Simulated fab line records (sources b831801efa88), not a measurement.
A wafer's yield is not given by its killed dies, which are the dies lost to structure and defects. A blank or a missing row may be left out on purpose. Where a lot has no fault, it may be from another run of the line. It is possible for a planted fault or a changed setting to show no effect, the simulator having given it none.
fab line records    flow sky130
record lots=7  wafers=21  lastDay=50
route steps=708 shown FIELD_ISO@4 PAD_OPEN@708
lots that met no fault: from a run of the same line without faults
startH: start of the lot's first displayed wafer, in hours after the record's first day    waitH: how many hours have passed since the lot's step before this one    " unchanged from the row above    L1.1+2: a single row standing in for several wafers    - no value, or no start given    * or withheld: withheld    < > ~ a bound
route shown NAME@n: a module of which the file shows steps, and the number in the route of the first    usual: average and standard deviation across the fault-free wafers    same: alike in all rows    chamber/n: place in a boat    sites: each site's reading    _std_site: standard deviation of those values    _edge_site: the outer-site mean with the inner-site mean subtracted    radiusMm: how far each site lies from the wafer's centre    mask NAME#n: copy n    behind: the tool/chamber that last shaped the wafer    hold: cause of the lot's hold/its duration in hours/its outcome    device: the n, p or np transistor that did not switch    end of line: tests run on the same wafers once the route is complete    step lacking rows: just its recipe    killed: not the wafer's yield, but the dies lost to structure and defects at the first sort    map: per-die view of a wafer (x killed, . not killed, _ where there is no die)
set.NAME: the setting as run; set.NAME@STEP: as run at that earlier step    model.NAME: the simulator's own value behind a step, which no gauge read
certain route steps with their lots: each step a table, each wafer a row
services: from which hour (startH, from the record's first day; less than 0 if before it) a tool's chamber was out of use, for how many hours, and why
## steps
# step SKY_FIELD_ISO_CVD_03
# recipe material=Si3N4  precursor=DCS/NH3  targetThkNm=165  tempC=770  timeS=2830  pressureMtorr=250
# step SKY_FIELD_ISO_THK_MEAS_04
# recipe reads=Si3N4_of_FIELD_ISO_CVD_03
# usual FIELD_ISO_CVD_03_THK=164.1/1.6
lot.wafer  tool          chamber  startH  waitH  FIELD_ISO_CVD_03_THK[nm]
L738.2     filmMetro-02  -        43.35   0.0    163.4
L738.4     "             -        "       "      163.2
L738.6     "             -        "       "      163.6
L739.1     filmMetro-04  -        47.44   0.0    165.4
L739.5     "             -        "       "      164.6
L739.6     "             -        "       "      164.0
L740.2     filmMetro-01  -        52.98   0.0    163.9
L740.4     "             -        "       "      165.2
L740.6     "             -        "       "      166.0
L745.1     filmMetro-02  -        75.85   0.0    165.0
L745.2     "             -        "       "      165.7
L745.3     "             -        "       "      164.5
L748.1     filmMetro-04  -        88.77   0.0    165.1
L748.2     "             -        "       "      165.4
L748.6     "             -        "       "      165.9
L753.1     filmMetro-02  -        114.47  0.0    163.2
L753.3     "             -        "       "      164.4
L753.5     "             -        "       "      164.3
L755.3     filmMetro-01  -        123.50  0.0    165.5
L755.5     "             -        "       "      165.2
L755.6     "             -        "       "      163.9
# step SKY_FIELD_ISO_DEHYDRATE_05
# recipe tempC=200  timeS=60
# step SKY_FIELD_ISO_HMDS_06
# recipe primeTimeS=60  primeTempC=120
# step SKY_FIELD_ISO_COAT_07
# recipe resist=BARC  tempC=withheld  timeS=withheld  spinRpm=3000  resistThkNm=60
# step SKY_FIELD_ISO_COAT_08
# recipe resist=KrF-thick  spinRpm=3000  resistThkNm=450
# step SKY_FIELD_ISO_SOFTBAKE_09
# recipe tempC=100  timeS=90  resist=KrF-thick
# step SKY_FIELD_ISO_EXPOSE_10
# recipe maskId=FOM  na=0.68  sourceShape=annular  sigmaInner=0.4  sigmaOuter=0.8  targetCdNm=150  doseMj=28
# step SKY_FIELD_ISO_PEB_11
# recipe pebTempC=withheld  pebTimeS=withheld  resist=KrF-thick
# step SKY_FIELD_ISO_DEVELOP_12
# recipe developTimeS=60  resist=KrF-thick  devTempC=21
# step SKY_FIELD_ISO_CD_MEAS_13
# recipe targetCdNm=150
# usual cdNm=150.0/1.8
lot.wafer  tool      chamber  startH  waitH  cdNm
L738.2     cdSem-01  -        58.05   -      154.6
L738.4     "         -        "       "      154.0
L738.6     "         -        "       "      153.6
L739.1     cdSem-01  -        61.63   -      151.1
L739.5     "         -        "       "      150.0
L739.6     "         -        "       "      150.0
L740.2     cdSem-02  -        68.42   -      148.7
L740.4     "         -        "       "      150.1
L740.6     "         -        "       "      150.3
L745.1     cdSem-02  -        92.70   -      149.2
L745.2     "         -        "       "      149.1
L745.3     "         -        "       "      149.8
L748.1     cdSem-02  -        106.23  -      148.2
L748.2     "         -        "       "      147.8
L748.6     "         -        "       "      149.2
L753.1     cdSem-01  -        133.13  -      150.5
L753.3     "         -        "       "      150.9
L753.5     "         -        "       "      150.9
L755.3     cdSem-02  -        143.27  -      150.4
L755.5     "         -        "       "      150.4
L755.6     "         -        "       "      150.5
# step SKY_FIELD_ISO_ETCH_14
# recipe chemistry=N2/H2  target=BARC  ionEnergyEv=200  sourceW=500  biasW=100  pressureMtorr=30  n2FlowSccm=100  h2FlowSccm=200  stopOn=SiO2  timeS=46.75  targetDepthA=600
# usual chamberPressureMTorr=30.001/0.029  drypumpMotorCurrentA=5.6/0.5  oesProductAu=0.850/0.0048  throttleValvePct=13.226/0.0094
lot.wafer  tool        chamber  startH  waitH  chamberPressureMTorr  drypumpMotorCurrentA  oesProductAu  rfHoursCounterH  throttleValvePct
L738.2     rieDiel-02  3        58.15   0.1    29.965                5.4                   0.853         166              13.239
L738.4     "           2        "       "      30.005                4.8                   0.848         126              13.210
L738.6     "           3        "       "      29.991                5.4                   0.848         -                13.226
L739.1     rieDiel-01  2        61.75   0.1    30.038                5.4                   0.848         67               13.238
L739.5     "           1        "       "      29.972                5.2                   0.851         -                13.233
L739.6     "           2        "       "      29.997                5.5                   0.848         -                13.210
L740.2     rieDiel-01  0        68.52   0.1    30.040                6.3                   0.853         144              13.213
L740.4     "           2        "       "      29.954                5.5                   0.847         67               13.218
L740.6     "           0        "       "      30.017                6.2                   0.859         -                13.249
L745.1     rieDiel-04  3        92.82   0.1    30.001                5.9                   0.855         115              13.216
L745.2     "           0        "       "      30.036                5.9                   0.840         3                13.232
L745.3     "           2        "       "      30.011                6.6                   0.856         66               13.220
L748.1     rieDiel-04  2        106.35  0.1    30.030                6.6                   0.852         67               13.222
L748.2     "           1        "       "      30.044                5.8                   0.843         153              13.212
L748.6     "           0        "       "      30.002                6.0                   0.850         -                13.224
L753.1     rieDiel-01  0        133.25  0.1    30.024                6.3                   0.845         146              13.225
L753.3     "           3        "       "      30.031                4.8                   0.853         123              13.228
L753.5     "           0        "       "      29.993                6.2                   0.855         -                13.231
L755.3     rieDiel-01  0        143.35  0.1    29.994                6.2                   0.846         146              13.232
L755.5     "           2        "       "      29.996                5.5                   0.841         -                13.225
L755.6     "           1        "       "      30.042                5.2                   0.848         -                13.220
# step SKY_FIELD_ISO_ETCH_15
# recipe chemistry=CHF3/O2  targetDepthNm=180  stopOn=Si  sourceW=600  biasW=200  pressureMtorr=40  chf3FlowSccm=50  O2_flow_sccm=5  timeS=72
# usual O2_flow_sccm=4.998/0.014  biasW=200.1/0.64  drypumpMotorCurrentA=5.6/0.49  oesProductAu=0.943/0.0066  throttleValvePct=8.843/0.0092
lot.wafer  tool        chamber  startH  waitH  O2_flow_sccm  biasW  drypumpMotorCurrentA  oesProductAu  rfHoursCounterH  throttleValvePct  model.KrF-thick_of_FIELD_ISO_COAT_08.thkNm
L738.2     rieDiel-02  3        58.19   0.0    -             -      -                     -             -                -                 393.1
L738.4     "           2        "       "      -             -      -                     -             -                -                 393.5
L738.6     "           3        "       "      -             -      -                     -             -                -                 392.7
L739.1     rieDiel-01  2        61.79   0.0    -             -      -                     -             -                -                 394
L739.5     "           1        "       "      -             -      -                     -             -                -                 391.9
L739.6     "           2        "       "      -             -      -                     -             -                -                 392.9
L740.2     rieDiel-01  0        68.56   0.0    -             -      -                     -             -                -                 392
L740.4     "           2        "       "      -             -      -                     -             -                -                 391.1
L740.6     "           0        "       "      -             -      -                     -             -                -                 391.8
L745.1     rieDiel-04  3        92.86   0.0    4.993         200.4  5.9                   0.945         115              8.840             235.9
L745.2     "           0        "       "      4.989         199.5  5.9                   0.948         3                8.838             236.8
L745.3     "           2        "       "      5.015         199.4  6.6                   0.945         66               8.852             235.4
L748.1     rieDiel-04  2        106.39  0.0    4.992         200.4  6.5                   0.957         67               8.846             234.5
L748.2     "           1        "       "      4.995         200.2  5.7                   0.960         153              8.833             231.8
L748.6     "           0        "       "      4.997         198.7  6.0                   0.952         -                8.854             235.5
L753.1     rieDiel-01  0        133.29  0.0    4.992         199.9  6.2                   0.948         146              8.834             232.6
L753.3     "           3        "       "      5.002         200.0  4.9                   0.941         123              8.855             241.9
L753.5     "           0        "       "      5.008         198.8  6.2                   0.940         -                8.854             232.4
L755.3     rieDiel-01  0        143.39  0.0    4.992         200.5  6.2                   0.952         146              8.834             231.9
L755.5     "           2        "       "      4.984         199.1  5.5                   0.947         -                8.852             236.7
L755.6     "           1        "       "      4.982         199.3  5.2                   0.947         -                8.847             234.2
# step SKY_FIELD_ISO_STRIP_16
# recipe chemistry=O2/N2  powerW=1400  pressureMtorr=1500  platenTempC=withheld  o2FlowSccm=3000  n2FlowSccm=300  overashFraction=0.5
# usual drypumpMotorCurrentA=5.9/0.46  oesProductAu=0.378/0.0056  stripTimeToEndpointS=3.55/0.038
lot.wafer  tool            chamber  startH  waitH  drypumpMotorCurrentA  oesProductAu  rfHoursCounterH  stripTimeToEndpointS
L738.2     plasmaAsher-02  0        58.25   0.0    6.1                   0.447         34               5.21
L738.4     "               1        "       "      6.5                   0.448         -                5.20
L738.6     "               1        "       "      6.5                   0.457         -                5.21
L739.1     plasmaAsher-04  0        61.85   0.0    5.1                   0.441         26               5.20
L739.5     "               0        "       "      5.1                   0.433         -                5.18
L739.6     "               1        "       "      6.4                   0.443         -                5.20
L740.2     plasmaAsher-01  0        68.62   0.0    5.4                   0.449         39               5.19
L740.4     "               0        "       "      5.4                   0.446         -                5.18
L740.6     "               0        "       "      5.4                   0.443         -                5.18
L745.1     plasmaAsher-04  0        92.92   0.0    5.2                   0.384         29               3.53
L745.2     "               1        "       "      6.3                   0.382         29               3.54
L745.3     "               0        "       "      5.1                   0.374         -                3.53
L748.1     plasmaAsher-01  1        106.45  0.0    6.1                   0.379         43               3.52
L748.2     "               0        "       "      5.4                   0.370         43               3.52
L748.6     "               1        "       "      6.1                   0.373         -                3.53
L753.1     plasmaAsher-01  0        133.35  0.0    5.4                   0.371         46               3.52
L753.3     "               1        "       "      6.1                   0.376         -                3.60
L753.5     "               1        "       "      6.1                   0.368         -                3.49
L755.3     plasmaAsher-02  0        143.48  0.1    6.0                   0.374         -                3.50
L755.5     "               0        "       "      6.0                   0.373         -                3.53
L755.6     "               1        "       "      6.5                   0.371         -                3.51
# step SKY_FIELD_ISO_ETCH_17
# recipe targetDepthA=3420  maskMaterial=Si3N4  chemistry=HBr/Cl2/O2  target=Si  taperDeg=5  icpW=600  biasW=150  pressureMtorr=15  HBr_flow_sccm=150  Cl2_flow_sccm=40  O2_flow_sccm=6  timeS=97.7
# usual HBr_flow_sccm=150.1/0.49  O2_flow_sccm=6.001/0.018  drypumpMotorCurrentA=5.7/0.45  mfcCl2Sccm=40.02/0.12  oesProductAu=0.998/0.013  throttleValvePct=25.657/0.012
lot.wafer  tool      chamber  startH  waitH  HBr_flow_sccm  O2_flow_sccm  drypumpMotorCurrentA  mfcCl2Sccm  oesProductAu  rfHoursCounterH  throttleValvePct
L738.2     rieSi-01  0        58.35   0.1    150.6          5.987         5.6                   40.24       1.000         96               25.656
L738.4     "         1        "       "      149.3          5.988         6.3                   40.30       1.008         1                25.659
L738.6     "         0        "       "      150.2          5.990         5.6                   40.21       1.015         -                25.657
L739.1     rieSi-02  0        61.95   0.1    149.5          6.022         5.3                   39.72       0.983         3                25.674
L739.5     "         1        "       "      150.2          5.991         5.1                   40.06       0.987         -                25.660
L739.6     "         2        "       "      150.2          6.024         6.0                   39.82       0.994         -                25.659
L740.2     rieSi-02  1        68.72   0.1    149.6          5.985         5.1                   39.98       0.982         11               25.663
L740.4     "         3        "       "      149.6          6.002         6.2                   40.06       1.002         132              25.637
L740.6     "         1        "       "      150.4          5.994         5.1                   39.97       0.987         -                25.668
L745.1     rieSi-02  1        93.02   0.1    150.2          6.006         5.1                   39.95       0.996         11               25.663
L745.2     "         0        "       "      149.2          5.995         5.3                   40.21       0.994         3                25.669
L745.3     "         3        "       "      150.2          6.016         6.2                   40.14       1.003         132              25.647
L748.1     rieSi-02  2        106.55  0.1    149.9          6.012         6.0                   40.14       1.005         0                25.665
L748.2     "         1        "       "      150.5          5.988         5.0                   39.94       0.982         11               25.660
L748.6     "         3        "       "      150.0          6.020         6.2                   39.84       1.010         -                25.651
L753.1     rieSi-01  1        133.45  0.1    150.6          5.953         6.4                   40.15       1.020         2                25.642
L753.3     "         3        "       "      150.0          6.008         5.9                   40.03       0.985         138              25.661
L753.5     "         0        "       "      150.7          6.018         5.6                   39.88       0.995         -                25.649
L755.3     rieSi-01  1        143.55  0.0    150.0          5.996         6.4                   40.02       0.999         2                25.638
L755.5     "         0        "       "      150.1          5.982         5.5                   39.99       0.990         -                25.640
L755.6     "         1        "       "      150.0          6.009         6.3                   40.03       1.009         -                25.645
# step SKY_PAD_OPEN_PROBE_99
# usual killed_at_M0_to_M3=44/6.3  killed_at_M4_up=3.1/1.8  killedAtContacts=25/5.1  killedAtFrontEnd=15/4.1  killedAtOther=0.3/0.71  killedDies=87/8.8  killedOnRim=17/3.7  killedOpen=47/6.8  killedShort=40/6.7
# same grossDies=492  killedAtBackSide=0
lot.wafer  tool       chamber  startH   waitH  killed_at_M0_to_M3  killed_at_M4_up  killedAtContacts  killedAtFrontEnd  killedAtOther  killedDies  killedOnRim  killedOpen  killedShort
L738.2     prober-01  -        1113.75  0.1    45                  4                22                421               0              492         96           46          36
L738.4     prober-01  -        1113.85  0.2    37                  7                22                426               0              492         96           37          39
L738.6     prober-01  -        1113.95  0.2    54                  3                24                411               0              492         96           59          40
L739.1     prober-02  -        1116.90  0.1    57                  3                22                410               0              492         96           53          46
L739.5     prober-02  -        1117.10  0.2    34                  6                26                426               0              492         96           48          31
L739.6     prober-02  -        1117.15  0.2    47                  3                22                420               0              492         96           42          37
L740.2     prober-01  -        1128.92  0.1    30                  1                30                430               1              492         96           39          43
L740.4     prober-01  -        1129.02  0.2    35                  3                30                424               0              492         96           47          36
L740.6     prober-01  -        1129.12  0.2    43                  3                21                425               0              492         96           45          37
L745.1     prober-02  -        1154.85  0.1    51                  3                25                16                0              95          16           47          48
L745.2     prober-02  -        1154.90  0.1    46                  3                26                15                0              90          17           56          34
L745.3     prober-02  -        1154.95  0.2    49                  2                20                17                0              88          19           44          44
L753.1     prober-02  -        1194.44  0.1    41                  2                26                14                1              84          9            47          37
L753.3     prober-02  -        1194.54  0.2    41                  2                29                14                0              86          18           52          34
L753.5     prober-02  -        1194.64  0.2    47                  6                20                15                1              89          17           48          38
L755.3     prober-02  -        1201.63  0.2    44                  2                24                14                0              84          14           45          39
L755.5     prober-02  -        1201.73  0.2    46                  1                25                18                2              92          21           58          34
L755.6     prober-02  -        1201.78  0.2    48                  5                22                13                0              88          19           52          36
# killed by level:class
L738.2 FIELD_ISO:areaEtch=410 VIA1:geometricParticle:open=13 VIA3:geometricParticle:open=7 CONTACT:geometricParticle:short=6 CONTACT:geometricParticle:open=6 LI_CONTACT:geometricParticle:open=5 METAL2:geometricParticle:short=5 VIA1:geometricParticle:short=4
L738.4 FIELD_ISO:areaEtch=416 CONTACT:geometricParticle:open=10 VIA1:geometricParticle:open=9 VIA3:geometricParticle:short=6 METAL2:geometricParticle:short=5 CONTACT:geometricParticle:short=4 METAL3:geometricParticle:short=4 METAL4:geometricParticle:short=4
L738.6 FIELD_ISO:areaEtch=393 VIA1:geometricParticle:open=11 METAL2:geometricParticle:short=10 LI_CONTACT:geometricParticle:open=9 CONTACT:geometricParticle:open=9 VIA2:geometricParticle:open=8 VIA3:geometricParticle:open=8 CONTACT:geometricParticle:short=5
L739.1 FIELD_ISO:areaEtch=393 VIA1:geometricParticle:open=10 VIA2:geometricParticle:open=9 VIA3:geometricParticle:open=9 LI_CONTACT:geometricParticle:open=6 LOCAL_INTERCONNECT:geometricParticle:short=6 POLY_GATE:geometricParticle:open=5 METAL1:geometricParticle:short=5
L739.5 FIELD_ISO:areaEtch=413 VIA3:geometricParticle:open=12 VIA1:geometricParticle:open=9 CONTACT:geometricParticle:short=7 FIELD_ISO:geometricParticle:open=6 LI_CONTACT:geometricParticle:open=6 LOCAL_INTERCONNECT:geometricParticle:short=6 CONTACT:geometricParticle:open=5
L739.6 FIELD_ISO:areaEtch=413 VIA1:geometricParticle:open=8 CONTACT:geometricParticle:open=7 METAL1:geometricParticle:short=7 VIA3:geometricParticle:open=7 LI_CONTACT:geometricParticle:open=6 VIA3:geometricParticle:short=5 LOCAL_INTERCONNECT:geometricParticle:short=4
L740.2 FIELD_ISO:areaEtch=410 VIA1:geometricParticle:open=10 CONTACT:geometricParticle:open=8 FIELD_ISO:geometricParticle:short=6 CONTACT:geometricParticle:short=6 LI_CONTACT:geometricParticle:open=5 LI_CONTACT:geometricParticle:short=5 LOCAL_INTERCONNECT:geometricParticle:short=5
L740.4 FIELD_ISO:areaEtch=409 CONTACT:geometricParticle:open=10 VIA3:geometricParticle:open=7 LI_CONTACT:geometricParticle:open=7 VIA1:geometricParticle:open=7 METAL2:geometricParticle:short=7 FIELD_ISO:geometricParticle:short=5 FIELD_ISO:geometricParticle:open=5
L740.6 FIELD_ISO:areaEtch=410 VIA1:geometricParticle:open=10 VIA2:geometricParticle:open=8 LI_CONTACT:geometricParticle:open=6 VIA3:geometricParticle:open=6 FIELD_ISO:geometricParticle:short=5 POLY_GATE:geometricParticle:open=5 LOCAL_INTERCONNECT:geometricParticle:short=4
L745.1 VIA1:geometricParticle:open=15 VIA1:geometricParticle:short=10 LI_CONTACT:geometricParticle:open=9 POLY_GATE:geometricParticle:short=8 CONTACT:geometricParticle:open=7 METAL1:geometricParticle:short=6 VIA2:geometricParticle:open=6 FIELD_ISO:geometricParticle:short=4
L745.2 VIA1:geometricParticle:open=12 CONTACT:geometricParticle:open=11 LI_CONTACT:geometricParticle:open=9 METAL2:geometricParticle:short=9 VIA3:geometricParticle:open=9 METAL1:geometricParticle:short=6 FIELD_ISO:geometricParticle:open=5 LOCAL_INTERCONNECT:geometricParticle:short=5
L745.3 VIA1:geometricParticle:open=11 FIELD_ISO:geometricParticle:short=7 METAL2:geometricParticle:short=7 VIA2:geometricParticle:open=6 VIA3:geometricParticle:open=6 LI_CONTACT:geometricParticle:open=5 LI_CONTACT:geometricParticle:short=4 LOCAL_INTERCONNECT:geometricParticle:short=4
L753.1 VIA1:geometricParticle:open=16 CONTACT:geometricParticle:open=15 VIA1:geometricParticle:short=6 FIELD_ISO:geometricParticle:short=5 POLY_GATE:geometricParticle:short=5 LOCAL_INTERCONNECT:geometricParticle:short=5 METAL2:geometricParticle:short=5 VIA3:geometricParticle:open=4
L753.3 LI_CONTACT:geometricParticle:open=11 CONTACT:geometricParticle:open=10 VIA1:geometricParticle:open=10 METAL1:geometricParticle:short=8 VIA2:geometricParticle:open=8 FIELD_ISO:geometricParticle:short=5 VIA1:geometricParticle:short=5 POLY_GATE:geometricParticle:open=4
L753.5 VIA1:geometricParticle:open=14 LI_CONTACT:geometricParticle:open=8 CONTACT:geometricParticle:open=7 METAL1:geometricParticle:short=7 VIA2:geometricParticle:open=5 VIA2:geometricParticle:short=5 VIA3:geometricParticle:open=5 FIELD_ISO:geometricParticle:open=4
L755.3 VIA1:geometricParticle:open=11 CONTACT:geometricParticle:open=8 CONTACT:geometricParticle:short=6 VIA3:geometricParticle:open=6 VIA3:geometricParticle:short=5 METAL1:geometricParticle:short=5 LI_CONTACT:geometricParticle:open=4 VIA1:geometricParticle:short=4
L755.5 VIA1:geometricParticle:open=15 CONTACT:geometricParticle:open=10 LI_CONTACT:geometricParticle:open=9 FIELD_ISO:geometricParticle:open=6 FIELD_ISO:geometricParticle:short=5 VIA2:geometricParticle:open=5 VIA3:geometricParticle:open=5 CONTACT:geometricParticle:short=4
L755.6 VIA1:geometricParticle:open=15 VIA2:geometricParticle:open=7 CONTACT:geometricParticle:open=7 VIA3:geometricParticle:open=7 CONTACT:geometricParticle:short=6 POLY_GATE:geometricParticle:short=5 LI_CONTACT:geometricParticle:open=5 VIA1:geometricParticle:short=5
# map L738.2 (x killed, . not)
__________xxxxxxxxxx_________
________xxxxxxxxxxxxxx_______
______xxxxxxxxxxxxxxxxxx_____
_____xxxxxxxxxxxxxxxxxxxx____
____xxxxxxxxxxxxxxxxxxxxxx___
___xxxxxxxxxxxxxxxxxxxxxxxx__
__xxxxxxxxxxxxxxxxxxxxxxxxxx_
_xxxxxxxxxxxxxxxxxxxxxxxxxxxx
_xxxxxxxxxxxxxxxxxxxxxxxxxxxx
_xxxxxxxxxxxxxxxxxxxxxxxxxxxx
_xxxxxxxxxxxxxxxxxxxxxxxxxxxx
_xxxxxxxxxxxxxxxxxxxxxxxxxxxx
_xxxxxxxxxxxxxxxxxxxxxxxxxxxx
_xxxxxxxxxxxxxxxxxxxxxxxxxxxx
_xxxxxxxxxxxxxxxxxxxxxxxxxxxx
__xxxxxxxxxxxxxxxxxxxxxxxxxx_
___xxxxxxxxxxxxxxxxxxxxxxxx__
____xxxxxxxxxxxxxxxxxxxxxx___
_____xxxxxxxxxxxxxxxxxxxx____
______xxxxxxxxxxxxxxxxxx_____
________xxxxxxxxxxxxxx_______
__________xxxxxxxxxx_________
# map L739.1 (x killed, . not)
__________xxxxxxxxxx_________
________xxxxxxxxxxxxxx_______
______xxxxxxxxxxxxxxxxxx_____
_____xxxxxxxxxxxxxxxxxxxx____
____xxxxxxxxxxxxxxxxxxxxxx___
___xxxxxxxxxxxxxxxxxxxxxxxx__
__xxxxxxxxxxxxxxxxxxxxxxxxxx_
_xxxxxxxxxxxxxxxxxxxxxxxxxxxx
_xxxxxxxxxxxxxxxxxxxxxxxxxxxx
_xxxxxxxxxxxxxxxxxxxxxxxxxxxx
_xxxxxxxxxxxxxxxxxxxxxxxxxxxx
_xxxxxxxxxxxxxxxxxxxxxxxxxxxx
_xxxxxxxxxxxxxxxxxxxxxxxxxxxx
_xxxxxxxxxxxxxxxxxxxxxxxxxxxx
_xxxxxxxxxxxxxxxxxxxxxxxxxxxx
__xxxxxxxxxxxxxxxxxxxxxxxxxx_
___xxxxxxxxxxxxxxxxxxxxxxxx__
____xxxxxxxxxxxxxxxxxxxxxx___
_____xxxxxxxxxxxxxxxxxxxx____
______xxxxxxxxxxxxxxxxxx_____
________xxxxxxxxxxxxxx_______
__________xxxxxxxxxx_________
## services
tool            chamber  startH  hours  kind
rieSi-01        1        37.09   6.9    repair
plasmaAsher-02  -        49.31   3.9    repair
plasmaAsher-02  -        51.32   2.6    repair
rieSi-02        2        80.34   -      clean
rieSi-02        2        80.34   15.4   scheduledDown
rieSi-02        2        80.34   15.4   ventCycle
rieDiel-02      3        91.39   -      clean
rieDiel-02      3        91.39   24.8   scheduledDown
rieDiel-02      3        91.39   24.8   ventCycle
plasmaAsher-01  -        95.26   4.0    repair
rieSi-02        0        98.36   12.8   repair
rieDiel-01      3        117.76  12.3   repair
rieSi-02        0        120.27  7.1    repair
rieSi-01        3        134.10  -      clean
rieSi-01        3        134.10  17.8   scheduledDown
rieSi-01        3        134.10  17.8   ventCycle
rieDiel-02      0        137.31  6.4    repair
## key
firstSign step=SKY_FIELD_ISO_ETCH_15  reading=toolRecord  direction=missing
effect step=SKY_FIELD_ISO_STRIP_16  reading=stripTimeToEndpointS  direction=up  sigmas=43  usual=*  struck=*
effect step=SKY_PAD_OPEN_PROBE_99  reading=killedAtFrontEnd  direction=up  sigmas=99+  usual=15  struck=421
modelEffect step=SKY_FIELD_ISO_ETCH_15  value=KrF-thick_of_FIELD_ISO_COAT_08.thkNm  without=237  struck=392.5
moreKillsBornAt SKY_FIELD_ISO_ETCH_15@rieDiel-01=2448  SKY_FIELD_ISO_ETCH_15@rieDiel-02=1219
metAt SKY_FIELD_ISO_ETCH_15
struckWafers L738.2,L738.4,L738.6,L739.1,L739.5,L739.6,L740.2,L740.4,L740.6
laterRowsLeftOut L738.2,L738.4,L738.6,L739.1,L739.5,L739.6,L740.2,L740.4,L740.6
testerLeftOut L738,L739,L740
fault kind=skippedStepWhole  tool=rieDiel-01,rieDiel-02  chamber=-  onsetH=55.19  steps=SKY_FIELD_ISO_ETCH_15  scope=struckLotsOnly
# testerLeftOut: of these lots the tester's yield and bins aren't shown, on N5 and GAA mostly nor the transistor test; their killed dies are dies lost to structure and defects alone, not to doping, threshold or leakage, so they don't give the yield
# laterRowsLeftOut: the simulator's readings of these wafers behind a module that went badly wrong aren't trusted and aren't shown, but for the sort
